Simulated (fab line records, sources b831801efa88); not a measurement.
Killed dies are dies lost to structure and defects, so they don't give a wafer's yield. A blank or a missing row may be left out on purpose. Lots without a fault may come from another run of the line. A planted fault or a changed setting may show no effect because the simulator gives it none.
A struck lot beside a sound one | flow sky130 | 24 steps out of a route of 708
Sound: wafers L921.1, L921.2, L921.5. Struck: wafers L926.1, L926.3, L926.6. The cause comes at the end.
At each step with rows: each side's tool, then ch and its chambers, then its first start. Under that, the readings that differ: sound wafers | struck wafers | difference of the means | sigmas: that difference in standard deviations of wafers without a fault.
alike: readings whose means differ by less than 2 such deviations, and words and numbers that are the same on both sides. not compared: withheld readings, readings that some wafer has no value for, bounds like >300 that may hide the same value, and numbers for which the record gives no deviation and whose values overlap.
The two part at a step that has a row with sigmas, a row that says differs or no value, or rows on one side only. Numbers that don't overlap but have no deviation are shown without sigmas and don't part them. A reading that every wafer of one side lacks parts them only if that side has two wafers or more.

first, 2 steps without rows for these wafers: SKY_POLY_GATE_CLEAN_19 (cleans in SC1/SC2, time 150 s); SKY_POLY_GATE_OXIDATION_20 (stabilise 600 s, purge 300 s, target thk 4 nm).
SKY_POLY_GATE_THK_MEAS_21:
  sound on film_metro-03, day 17 16:29; struck on film_metro-03, day 19 07:52
  alike: POLY_GATE_OXIDATION_THK
SKY_POLY_GATE_CD_MEAS_22:
  sound on cd_sem-01, day 17 16:40; struck on cd_sem-01, day 19 07:55
  alike: cd_nm
then, 7 steps without rows for these wafers: SKY_LDD_N_DEHYDRATE_00 (time 60 s); SKY_LDD_N_HMDS_01 (prime time 60 s); SKY_LDD_N_COAT_02 (resist thk 300 nm); SKY_LDD_N_SOFTBAKE_03 (time 60 s); SKY_LDD_N_EXPOSE_04 (exposes mask NTM, target cd 840 nm); SKY_LDD_N_PEB_05; SKY_LDD_N_DEVELOP_06 (develop time 60 s).
SKY_LDD_N_OVL_MEAS_07:
  sound on overlay-01, day 18 23:19; struck on overlay-01, day 20 14:44
  alike: LDD_N_OVL
SKY_LDD_N_IMPLANT_08:
  sound on implanter-04 ch 0, day 18 23:44; struck on implanter-04 ch 0, day 20 15:05
  alike: dose_ions_cm2
then, 7 steps without rows for these wafers: SKY_LDD_N_IMPLANT_09; SKY_LDD_N_IMPLANT_10; SKY_LDD_N_IMPLANT_11; SKY_LDD_N_IMPLANT_12; SKY_LDD_N_IMPLANT_13; SKY_LDD_N_IMPLANT_14; SKY_LDD_N_IMPLANT_15.
SKY_LDD_N_STRIP_16: strips in O2/N2.
  sound on plasma_asher-04 ch 0,1, day 19 00:56; struck on plasma_asher-01 ch 0,1, day 20 16:17
  reading                      | sound             | struck            | difference | sigmas
  strip_time_to_endpoint_s (s) | 4.323 4.324 4.317 | 4.507 4.525 4.525 | +0.198     | +13
  alike: drypump_motor_current_A, oes_product_au
  not compared: rf_hours_counter_h
SKY_LDD_N_TW_MEAS_17:
  sound on film_metro-02, day 19 01:02; struck on film_metro-02, day 20 16:23
  reading  | sound          | struck         | difference | sigmas
  LDD_N_TW | 2591 2579 2563 | 2635 2656 2668 | +75        | +3
then, 1 step without rows for these wafers: SKY_LDD_P_DEHYDRATE_00 (time 60 s).
-- the record jumps here: 27 days lie between the struck wafers' starts before and after (it left off in module LDD_P and takes up again in module PAD_OPEN, whose first step shown is number 708 of the route) --
SKY_PAD_OPEN_PROBE_99:
  sound on prober-02, day 46 16:29; struck on prober-01, day 47 15:14
  reading                                | sound                | struck               | difference | sigmas
  model.etest.tip_n.rs_ohm_sq            | 444.1 442.8 441.6    | 387.4 387.2 388      | -55.3      |
  model.etest.nfet_01v8_lvt.vt_sat_v (V) | 0.5376 0.5459 0.5377 | 0.5152 0.5171 0.5169 | -0.0240    |
  model.etest.nfet_01v8.vt_sat_v (V)     | 0.6514 0.6519 0.6522 | 0.6329 0.6362 0.6387 | -0.0159    |
  alike: killed_at_M0_to_M3, killed_at_M4_up, killed_at_contacts, killed_at_front_end, killed_at_other, killed_dies, killed_on_rim, killed_open, killed_short

WHERE THEY PART
First at SKY_LDD_N_STRIP_16; last, within this record, at SKY_LDD_N_TW_MEAS_17. Later steps at which nothing parts them and some readings are alike: SKY_PAD_OPEN_PROBE_99.

WHY: what the simulator had put in
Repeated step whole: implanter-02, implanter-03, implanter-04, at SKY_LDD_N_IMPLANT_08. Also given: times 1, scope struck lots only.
